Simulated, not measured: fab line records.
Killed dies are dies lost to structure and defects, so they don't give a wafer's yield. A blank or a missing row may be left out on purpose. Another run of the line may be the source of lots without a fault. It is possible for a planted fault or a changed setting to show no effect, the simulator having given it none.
fab line records	flow sky130
[record] lots = 24	wafers = 72	last_day = 50
route steps=708 shown FIELD_ISO@5 VT_ADJUST_PCH@150 VIA2@529 VIA4@658 PAD_OPEN@702
lots with no fault: from the same line, run without faults
start_h: start of the lot's first displayed wafer, in hours after the record's first day	wait_h: hours from the lot's prior step to this one	" unchanged from the row above	L1.1+2: several wafers, shown together as one row	- no value, or no start was given	* or withheld: withheld	< > ~ a bound
route shown NAME@n: names a module that has steps shown in the file, with the first one's number in the route	usual: mean/standard deviation taken from wafers without a fault	same: alike in all rows	chamber/n: place in a boat	sites: each site's reading	_std_site: standard deviation across them	_edge_site: inner sites' mean taken away from outer sites' mean	radius_mm: for every site, how far away it sits from the centre of the wafer	mask NAME#n: copy n	behind: the most recent tool/chamber to have shaped the wafer	hold: the reason the lot was held/the length of the hold in hours/how it ended	device: the n, p or np transistor that did not switch	end of line: tests run on the same wafers once the route is complete	a step given without rows: its recipe and nothing more	killed: dies lost to structure and defects at the first sort, not the wafer's yield	map: dies across one wafer; x = killed, . = not, _ = none there
set.NAME: the setting as run; set.NAME@STEP: as run at that earlier step	model.NAME: the simulator's own value behind a step, which no gauge read
route steps across a sampled set of lots; one table per step, one row per wafer
services: a tool's chamber out of use, with start hour (start_h, from the record's first day; less than 0 if before it), hours out, and reason
[[steps]]
[step SKY_FIELD_ISO_THK_MEAS_04]
[recipe] reads = Si3N4_of_FIELD_ISO_CVD_03
[usual] FIELD_ISO_CVD_03_THK = 165.2/1.7
lot.wafer	tool	chamber	start_h	wait_h	FIELD_ISO_CVD_03_THK[nm]
L074.2	film_metro-02	-	14.55	0.0	164.9
L074.3	"	-	"	"	163.9
L074.5	"	-	"	"	163.4
L075.4	film_metro-04	-	18.58	0.0	163.6
L075.5	"	-	"	"	165.0
L075.6	"	-	"	"	163.1
L076.3	film_metro-04	-	23.95	0.0	164.2
L076.4	"	-	"	"	163.3
L076.6	"	-	"	"	163.7
L077.1	film_metro-04	-	29.27	0.0	164.2
L077.3	"	-	"	"	164.8
L077.6	"	-	"	"	164.5
L078.1	film_metro-02	-	36.73	0.0	164.9
L078.2	"	-	"	"	164.6
L078.5	"	-	"	"	165.2
L079.2	film_metro-02	-	42.14	0.0	164.4
L079.3	"	-	"	"	164.6
L079.6	"	-	"	"	163.2
L080.1	film_metro-04	-	45.68	0.0	161.8
L080.3	"	-	"	"	160.8
L080.4	"	-	"	"	162.2
L081.1	film_metro-04	-	49.93	0.0	166.7
L081.2	"	-	"	"	167.1
L081.3	"	-	"	"	167.5
L082.3	film_metro-04	-	54.72	0.0	166.6
L082.4	"	-	"	"	167.5
L082.5	"	-	"	"	168.2
L083.1	film_metro-04	-	60.20	0.0	164.9
L083.4	"	-	"	"	164.3
L083.6	"	-	"	"	164.7
L084.3	film_metro-02	-	64.28	0.0	166.2
L084.4	"	-	"	"	165.4
L084.6	"	-	"	"	165.5
L085.1	film_metro-04	-	71.45	0.0	164.4
L085.3	"	-	"	"	163.3
L085.5	"	-	"	"	164.3
L086.1	film_metro-02	-	75.22	0.0	163.8
L086.2	"	-	"	"	164.9
L086.6	"	-	"	"	165.2
L087.1	film_metro-04	-	79.68	0.0	167.6
L087.2	"	-	"	"	167.3
L087.6	"	-	"	"	167.2
L088.2	film_metro-02	-	83.76	0.0	169.8
L088.4	"	-	"	"	166.6
L088.5	"	-	"	"	168.7
L089.2	film_metro-04	-	88.83	0.0	168.7
L089.3	"	-	"	"	168.6
L089.6	"	-	"	"	167.9
L090.2	film_metro-04	-	93.72	0.1	163.9
L090.4	"	-	"	"	164.4
L090.5	"	-	"	"	164.0
L091.4	film_metro-04	-	100.32	0.0	165.1
L091.5	"	-	"	"	165.2
L091.6	"	-	"	"	165.1
L092.3	film_metro-04	-	103.83	0.0	165.7
L092.4	"	-	"	"	166.6
L092.6	"	-	"	"	165.6
L093.1	film_metro-02	-	111.21	0.0	167.7
L093.5	"	-	"	"	167.9
L093.6	"	-	"	"	167.5
L094.1	film_metro-04	-	114.35	0.0	165.7
L094.2	"	-	"	"	165.1
L094.3	"	-	"	"	164.7
L095.3	film_metro-02	-	118.50	0.0	163.3
L095.4	"	-	"	"	163.3
L095.5	"	-	"	"	163.3
L096.2	film_metro-02	-	125.29	0.0	165.6
L096.4	"	-	"	"	166.4
L096.6	"	-	"	"	168.3
L097.1	film_metro-04	-	129.91	0.0	166.1
L097.3	"	-	"	"	166.7
L097.6	"	-	"	"	165.1
[step SKY_FIELD_ISO_CD_MEAS_13]
[recipe] target_cd_nm = 150
[usual] cd_nm = 149.5/1.3
lot.wafer	tool	chamber	start_h	wait_h	cd_nm
L074.2	cd_sem-01	-	28.95	-	149.7
L074.3	"	-	"	"	149.4
L074.5	"	-	"	"	150.0
L075.4	cd_sem-02	-	33.43	-	148.7
L075.5	"	-	"	"	148.5
L075.6	"	-	"	"	148.5
L076.3	cd_sem-01	-	38.36	-	150.4
L076.4	"	-	"	"	149.8
L076.6	"	-	"	"	149.6
L077.1	cd_sem-01	-	43.63	-	150.3
L077.3	"	-	"	"	150.8
L077.6	"	-	"	"	151.3
L078.1	cd_sem-02	-	51.57	-	150.4
L078.2	"	-	"	"	148.5
L078.5	"	-	"	"	149.5
L079.2	cd_sem-02	-	57.44	-	147.9
L079.3	"	-	"	"	148.9
L079.6	"	-	"	"	148.9
L080.1	cd_sem-01	-	61.72	-	150.0
L080.3	"	-	"	"	149.4
L080.4	"	-	"	"	148.5
L081.1	cd_sem-02	-	65.73	-	151.0
L081.2	"	-	"	"	149.8
L081.3	"	-	"	"	149.7
L082.3	cd_sem-01	-	70.97	-	148.5
L082.4	"	-	"	"	147.8
L082.5	"	-	"	"	148.0
L083.1	cd_sem-02	-	75.62	-	151.1
L083.4	"	-	"	"	151.0
L083.6	"	-	"	"	150.2
L084.3	cd_sem-02	-	80.56	-	148.3
L084.4	"	-	"	"	148.0
L084.6	"	-	"	"	146.5
L085.1	cd_sem-02	-	88.47	-	151.4
L085.3	"	-	"	"	149.7
L085.5	"	-	"	"	150.7
L086.1	cd_sem-02	-	92.47	-	147.9
L086.2	"	-	"	"	148.2
L086.6	"	-	"	"	148.5
L087.1	cd_sem-02	-	97.13	-	148.7
L087.2	"	-	"	"	149.4
L087.6	"	-	"	"	148.2
L088.2	cd_sem-02	-	101.09	-	149.4
L088.4	"	-	"	"	149.3
L088.5	"	-	"	"	150.3
L089.2	cd_sem-02	-	106.79	-	149.8
L089.3	"	-	"	"	151.1
L089.6	"	-	"	"	150.5
L090.2	cd_sem-01	-	112.19	-	150.8
L090.4	"	-	"	"	148.9
L090.5	"	-	"	"	148.9
L091.4	cd_sem-01	-	118.43	-	149.4
L091.5	"	-	"	"	150.8
L091.6	"	-	"	"	150.0
L092.3	cd_sem-02	-	122.56	-	151.9
L092.4	"	-	"	"	151.8
L092.6	"	-	"	"	149.4
L093.1	cd_sem-01	-	129.03	-	152.2
L093.5	"	-	"	"	151.8
L093.6	"	-	"	"	152.0
L094.1	cd_sem-01	-	133.13	-	147.2
L094.2	"	-	"	"	147.5
L094.3	"	-	"	"	148.3
L095.3	cd_sem-02	-	136.61	-	147.1
L095.4	"	-	"	"	146.3
L095.5	"	-	"	"	146.0
L096.2	cd_sem-02	-	143.69	-	149.8
L096.4	"	-	"	"	149.3
L096.6	"	-	"	"	149.5
L097.1	cd_sem-02	-	148.92	-	149.5
L097.3	"	-	"	"	150.6
L097.6	"	-	"	"	151.3
[step SKY_VT_ADJUST_PCH_OVL_MEAS_07]
[usual] VT_ADJUST_PCH_OVL = -0.9/1.4
lot.wafer	tool	chamber	start_h	wait_h	VT_ADJUST_PCH_OVL[nm]
L074.2	overlay-01	-	226.87	-	0.3
L074.3	"	-	"	"	0.7
L074.5	"	-	"	"	-0.4
L075.4	overlay-01	-	230.77	-	-0.5
L075.5	"	-	"	"	0.3
L075.6	"	-	"	"	-2.2
L076.3	overlay-02	-	238.58	-	-2.5
L076.4	"	-	"	"	-2.9
L076.6	"	-	"	"	-2.8
L077.1	overlay-01	-	245.77	-	-0.9
L077.3	"	-	"	"	0.4
L077.6	"	-	"	"	1.3
L078.1	overlay-02	-	262.38	-	-0.4
L078.2	"	-	"	"	0.7
L078.5	"	-	"	"	-0.2
L079.2	overlay-01	-	265.77	-	-0.2
L079.3	"	-	"	"	-0.6
L079.6	"	-	"	"	-1.4
L080.1	overlay-02	-	269.92	-	0.6
L080.3	"	-	"	"	0.6
L080.4	"	-	"	"	-0.3
L081.1	overlay-01	-	282.82	-	-1.5
L081.2	"	-	"	"	-0.8
L081.3	"	-	"	"	0.2
L082.3	overlay-02	-	288.88	-	-1.4
L082.4	"	-	"	"	-2.4
L082.5	"	-	"	"	-1.1
L083.1	overlay-02	-	292.92	-	-0.9
L083.4	"	-	"	"	-1.6
L083.6	"	-	"	"	-2.8
L084.3	overlay-01	-	300.08	-	0.1
L084.4	"	-	"	"	1.8
L084.6	"	-	"	"	1.2
L085.1	overlay-01	-	310.52	-	0.5
L085.3	"	-	"	"	0.4
L085.5	"	-	"	"	0.8
L086.1	overlay-01	-	314.92	-	-1.0
L086.2	"	-	"	"	-2.2
L086.6	"	-	"	"	-0.5
L087.1	overlay-01	-	322.92	-	0.9
L087.2	"	-	"	"	0.2
L087.6	"	-	"	"	0.2
L088.2	overlay-02	-	328.52	-	0.6
L088.4	"	-	"	"	1.3
L088.5	"	-	"	"	2.2
L089.2	overlay-02	-	337.42	-	-1.2
L089.3	"	-	"	"	-1.3
L089.6	"	-	"	"	-0.9
L090.2	overlay-02	-	344.19	-	-2.9
L090.4	"	-	"	"	-2.1
L090.5	"	-	"	"	-2.4
L091.4	overlay-01	-	353.79	-	-1.9
L091.5	"	-	"	"	-1.8
L091.6	"	-	"	"	-4.0
L092.3	overlay-02	-	363.48	-	-2.1
L092.4	"	-	"	"	-1.8
L092.6	"	-	"	"	-2.0
L093.1	overlay-01	-	374.22	-	-0.2
L093.5	"	-	"	"	-0.5
L093.6	"	-	"	"	-3.0
L094.1	overlay-02	-	377.77	-	-0.5
L094.2	"	-	"	"	-0.6
L094.3	"	-	"	"	-2.2
L095.3	overlay-01	-	381.39	-	-0.9
L095.4	"	-	"	"	-0.3
L095.5	"	-	"	"	-0.6
L096.2	overlay-01	-	391.67	-	-2.9
L096.4	"	-	"	"	-4.2
L096.6	"	-	"	"	-2.0
L097.1	overlay-01	-	398.52	-	-2.1
L097.3	"	-	"	"	-2.7
L097.6	"	-	"	"	-1.8
[step SKY_VIA2_RS_MEAS_22]
[recipe] thk_meas_gauge = four-point-probe	reads = W_of_VIA2_CVD_21+TiN_of_VIA2_SPUTTER_20
[usual] VIA2_W_RS = 0.274/0.0031
lot.wafer	tool	chamber	start_h	wait_h	VIA2_W_RS[ohm/sq]
L074.2	film_metro-01	-	850.80	0.1	0.271
L074.3	"	-	"	"	0.271
L074.5	"	-	"	"	0.269
L075.4	film_metro-01	-	858.87	0.1	0.279
L075.5	"	-	"	"	0.275
L075.6	"	-	"	"	0.275
L076.3	film_metro-02	-	862.17	0.1	0.278
L076.4	"	-	"	"	0.270
L076.6	"	-	"	"	0.276
L077.1	film_metro-04	-	864.91	0.1	0.277
L077.3	"	-	"	"	0.268
L077.6	"	-	"	"	0.268
L078.1	film_metro-01	-	888.13	0.1	0.272
L078.2	"	-	"	"	0.273
L078.5	"	-	"	"	0.275
L079.2	film_metro-01	-	894.26	0.1	0.279
L079.3	"	-	"	"	0.268
L079.6	"	-	"	"	0.277
L080.1	film_metro-01	-	897.60	0.1	0.274
L080.3	"	-	"	"	0.275
L080.4	"	-	"	"	0.275
L081.1	film_metro-04	-	908.32	0.1	0.276
L081.2	"	-	"	"	0.274
L081.3	"	-	"	"	0.273
L082.3	film_metro-01	-	917.73	0.1	0.277
L082.4	"	-	"	"	0.276
L082.5	"	-	"	"	0.277
L083.1	film_metro-04	-	919.47	0.1	0.282
L083.4	"	-	"	"	0.281
L083.6	"	-	"	"	0.280
L084.3	film_metro-04	-	927.16	0.1	0.274
L084.4	"	-	"	"	0.276
L084.6	"	-	"	"	0.276
L085.1	film_metro-01	-	932.48	0.1	0.276
L085.3	"	-	"	"	0.276
L085.5	"	-	"	"	0.276
L086.1	film_metro-04	-	938.76	0.1	0.269
L086.2	"	-	"	"	0.273
L086.6	"	-	"	"	0.272
L087.1	film_metro-04	-	951.54	0.1	0.269
L087.2	"	-	"	"	0.275
L087.6	"	-	"	"	0.271
L088.2	film_metro-04	-	955.29	0.1	0.274
L088.4	"	-	"	"	0.273
L088.5	"	-	"	"	0.273
L089.2	film_metro-04	-	957.38	0.1	0.271
L089.3	"	-	"	"	0.274
L089.6	"	-	"	"	0.274
L090.2	film_metro-02	-	968.43	0.1	0.272
L090.4	"	-	"	"	0.273
L090.5	"	-	"	"	0.273
L091.4	film_metro-02	-	974.39	0.1	0.271
L091.5	"	-	"	"	0.272
L091.6	"	-	"	"	0.271
L092.3	film_metro-01	-	984.12	0.1	0.274
L092.4	"	-	"	"	0.274
L092.6	"	-	"	"	0.276
L093.1	film_metro-04	-	988.22	0.1	0.276
L093.5	"	-	"	"	0.272
L093.6	"	-	"	"	0.276
L094.1	film_metro-02	-	993.08	0.1	0.277
L094.2	"	-	"	"	0.279
L094.3	"	-	"	"	0.281
L095.3	film_metro-01	-	1000.77	0.1	0.275
L095.4	"	-	"	"	0.272
L095.5	"	-	"	"	0.272
L096.2	film_metro-04	-	1004.98	0.1	0.273
L096.4	"	-	"	"	0.278
L096.6	"	-	"	"	0.278
L097.1	film_metro-01	-	1010.43	0.1	0.273
L097.3	"	-	"	"	0.275
L097.6	"	-	"	"	0.275
[step SKY_VIA4_RS_MEAS_19]
[recipe] thk_meas_gauge = four-point-probe	reads = W_of_VIA4_CVD_18+TiN_of_VIA4_SPUTTER_17
[usual] VIA4_W_RS = 0.2270/0.0026
lot.wafer	tool	chamber	start_h	wait_h	VIA4_W_RS[ohm/sq]
L074.2	film_metro-04	-	1009.20	0.1	0.2267
L074.3	"	-	"	"	0.2272
L074.5	"	-	"	"	0.2269
L075.4	film_metro-01	-	1014.26	0.1	0.2276
L075.5	"	-	"	"	0.2261
L075.6	"	-	"	"	0.2284
L076.3	film_metro-04	-	1017.22	0.1	0.2274
L076.4	"	-	"	"	0.2272
L076.6	"	-	"	"	0.2294
L077.1	film_metro-04	-	1021.43	0.1	0.2201
L077.3	"	-	"	"	0.2208
L077.6	"	-	"	"	0.2291
L078.1	film_metro-04	-	1042.33	0.1	0.2243
L078.2	"	-	"	"	0.2265
L078.5	"	-	"	"	0.2270
L079.2	film_metro-04	-	1045.80	0.1	0.2321
L079.3	"	-	"	"	0.2322
L079.6	"	-	"	"	0.2292
L080.1	film_metro-02	-	1050.83	0.1	0.2248
L080.3	"	-	"	"	0.2311
L080.4	"	-	"	"	0.2241
L081.1	film_metro-02	-	1059.60	0.1	0.2285
L081.2	"	-	"	"	0.2240
L081.3	"	-	"	"	0.2217
L082.3	film_metro-04	-	1067.06	0.1	0.2263
L082.4	"	-	"	"	0.2282
L082.5	"	-	"	"	0.2274
L083.1	film_metro-04	-	1068.58	0.1	0.2308
L083.4	"	-	"	"	0.2247
L083.6	"	-	"	"	0.2311
L084.3	film_metro-01	-	1075.82	0.1	0.2296
L084.4	"	-	"	"	0.2239
L084.6	"	-	"	"	0.2277
L085.1	film_metro-04	-	1081.34	0.1	0.2295
L085.3	"	-	"	"	0.2248
L085.5	"	-	"	"	0.2274
L086.1	film_metro-01	-	1084.32	0.1	0.2289
L086.2	"	-	"	"	0.2278
L086.6	"	-	"	"	0.2320
L087.1	film_metro-02	-	1093.99	0.1	0.2261
L087.2	"	-	"	"	0.2268
L087.6	"	-	"	"	0.2274
L088.2	film_metro-01	-	1100.00	0.1	0.2267
L088.4	"	-	"	"	0.2266
L088.5	"	-	"	"	0.2272
L089.2	film_metro-04	-	1101.47	0.1	0.2309
L089.3	"	-	"	"	0.2280
L089.6	"	-	"	"	0.2332
L090.2	film_metro-02	-	1110.22	0.1	0.2274
L090.4	"	-	"	"	0.2240
L090.5	"	-	"	"	0.2241
L091.4	film_metro-01	-	1114.39	0.1	0.2294
L091.5	"	-	"	"	0.2255
L091.6	"	-	"	"	0.2278
L092.3	film_metro-04	-	1123.68	0.1	0.2279
L092.4	"	-	"	"	0.2256
L092.6	"	-	"	"	0.2235
L093.1	film_metro-02	-	1126.23	0.1	0.2271
L093.5	"	-	"	"	0.2266
L093.6	"	-	"	"	0.2289
L094.1	film_metro-02	-	1131.48	0.1	0.2235
L094.2	"	-	"	"	0.2265
L094.3	"	-	"	"	0.2250
L095.3	film_metro-02	-	1137.12	0.1	0.2293
L095.4	"	-	"	"	0.2234
L095.5	"	-	"	"	0.2231
L096.2	film_metro-04	-	1139.07	0.1	0.2287
L096.4	"	-	"	"	0.2285
L096.6	"	-	"	"	0.2273
L097.1	film_metro-04	-	1143.68	0.1	0.2232
L097.3	"	-	"	"	0.2272
L097.6	"	-	"	"	0.2282
[step SKY_PAD_OPEN_STRIP_08]
[recipe] chemistry = O2/N2	power_w = 1400	pressure_mtorr = 1500	platen_temp_c = withheld	overash_fraction = 0.7	o2_flow_sccm = 3000	n2_flow_sccm = 300
[usual] drypump_motor_current_A = 5.8/0.53	o2_flow_sccm = 2997/9.4	oes_product_au = 0.663/0.0046
lot.wafer	tool	chamber	start_h	wait_h	drypump_motor_current_A	o2_flow_sccm	oes_product_au	rf_hours_counter_h
L074.2	plasma_asher-02	0	1077.22	0.1	5.4	3004	0.668	65
L074.3	"	0	"	"	5.5	3000	0.663	-
L074.5	"	1	"	"	5.4	2985	0.665	-
L075.4	plasma_asher-02	0	1081.46	0.1	5.5	3013	0.667	-
L075.5	"	0	"	"	5.5	3002	0.666	-
L075.6	"	1	"	"	5.4	2998	0.662	-
L076.3	plasma_asher-03	0	1085.96	0.1	6.5	3009	0.659	-
L076.4	"	1	"	"	5.3	2997	0.666	-
L076.6	"	1	"	"	5.3	2995	0.660	-
L077.1	plasma_asher-01	1	1087.67	0.1	5.4	2998	0.657	94
L077.3	"	0	"	"	6.6	2983	0.671	-
L077.6	"	1	"	"	5.4	2989	0.657	-
L078.1	plasma_asher-02	1	1108.33	0.1	5.4	2998	0.662	68
L078.2	"	0	"	"	5.5	2986	0.659	68
L078.5	"	0	"	"	5.5	3001	0.652	-
L079.2	plasma_asher-03	1	1109.83	0.1	5.3	3008	0.666	4
L079.3	"	1	"	"	5.3	3005	0.659	-
L079.6	"	1	"	"	5.3	3002	0.658	-
L080.1	plasma_asher-03	0	1114.73	0.1	6.5	2981	0.667	5
L080.3	"	0	"	"	6.5	2993	0.658	-
L080.4	"	1	"	"	5.4	3005	0.662	-
L081.1	plasma_asher-01	1	1122.88	0.1	5.4	2993	0.663	97
L081.2	"	0	"	"	6.6	2985	0.659	97
L081.3	"	1	"	"	5.4	2987	0.664	-
L082.3	plasma_asher-02	1	1129.81	0.1	5.4	3001	0.662	-
L082.4	"	0	"	"	5.5	2996	0.662	-
L082.5	"	1	"	"	5.4	2980	0.666	-
L083.1	plasma_asher-01	0	1131.37	0.1	6.6	2993	0.658	98
L083.4	"	1	"	"	5.4	3011	0.668	-
L083.6	"	1	"	"	5.4	2995	0.661	-
L084.3	plasma_asher-02	0	1138.26	0.1	5.5	2990	0.660	-
L084.4	"	1	"	"	5.5	3002	0.670	-
L084.6	"	0	"	"	5.5	2992	0.672	-
L085.1	plasma_asher-01	0	1142.57	0.1	6.6	3003	0.664	99
L085.3	"	1	"	"	5.4	3016	0.658	-
L085.5	"	0	"	"	6.6	3006	0.667	-
L086.1	plasma_asher-03	0	1144.47	0.1	6.5	2993	0.662	7
L086.2	"	1	"	"	5.4	2999	0.660	7
L086.6	"	1	"	"	5.3	2996	0.666	-
L087.1	plasma_asher-02	0	1154.38	0.1	5.5	3004	0.659	73
L087.2	"	1	"	"	5.4	2986	0.669	73
L087.6	"	0	"	"	5.5	3012	0.672	-
L088.2	plasma_asher-01	1	1158.78	0.1	5.4	2984	0.662	100
L088.4	"	0	"	"	6.6	3006	0.665	-
L088.5	"	1	"	"	5.4	3004	0.656	-
L089.2	plasma_asher-01	1	1160.38	0.1	5.4	2997	0.667	100
L089.3	"	1	"	"	5.4	2992	0.669	-
L089.6	"	1	"	"	5.4	3003	0.667	-
L090.2	plasma_asher-03	1	1168.43	0.1	5.3	2981	0.665	10
L090.4	"	1	"	"	5.3	2984	0.667	-
L090.5	"	1	"	"	5.3	2987	0.657	-
L091.4	plasma_asher-01	1	1170.61	0.1	5.4	3010	0.658	-
L091.5	"	1	"	"	5.4	2998	0.667	-
L091.6	"	0	"	"	6.6	3003	0.658	-
L092.3	plasma_asher-01	1	1179.06	0.1	5.4	2989	0.654	-
L092.4	"	0	"	"	6.6	3008	0.668	-
L092.6	"	1	"	"	5.4	3004	0.657	-
L093.1	plasma_asher-01	0	1181.43	0.1	6.6	3000	0.659	102
L093.5	"	1	"	"	5.4	3002	0.661	-
L093.6	"	0	"	"	6.6	2991	0.675	-
L094.1	plasma_asher-03	1	1186.28	0.1	5.4	2999	0.669	12
L094.2	"	0	"	"	6.5	2989	0.657	12
L094.3	"	1	"	"	5.4	2993	0.669	-
L095.3	plasma_asher-02	1	1189.96	0.1	5.4	2996	0.665	-
L095.4	"	0	"	"	5.5	2993	0.666	-
L095.5	"	1	"	"	5.4	3006	0.660	-
L096.2	plasma_asher-03	1	1192.12	0.1	5.3	3003	0.658	12
L096.4	"	1	"	"	5.3	2998	0.665	-
L096.6	"	1	"	"	5.3	2991	0.658	-
L097.1	plasma_asher-02	1	1195.78	0.1	5.4	3004	0.652	76
L097.3	"	0	"	"	5.5	3001	0.663	-
L097.6	"	1	"	"	5.5	3012	0.663	-
[[services]]
tool	chamber	start_h	hours	kind
plasma_asher-03	-	1055.25	9.0	pm
plasma_asher-03	0	1055.25	9.0	vent_cycle
plasma_asher-03	1	1055.25	9.0	vent_cycle
plasma_asher-03	0	1064.25	-	clean
plasma_asher-03	1	1064.25	-	clean
plasma_asher-03	-	1137.02	4.1	repair
plasma_asher-01	-	1149.72	1.9	repair
plasma_asher-01	-	1165.33	1.0	repair
plasma_asher-02	-	1178.92	3.6	repair
[[key]]
fault none
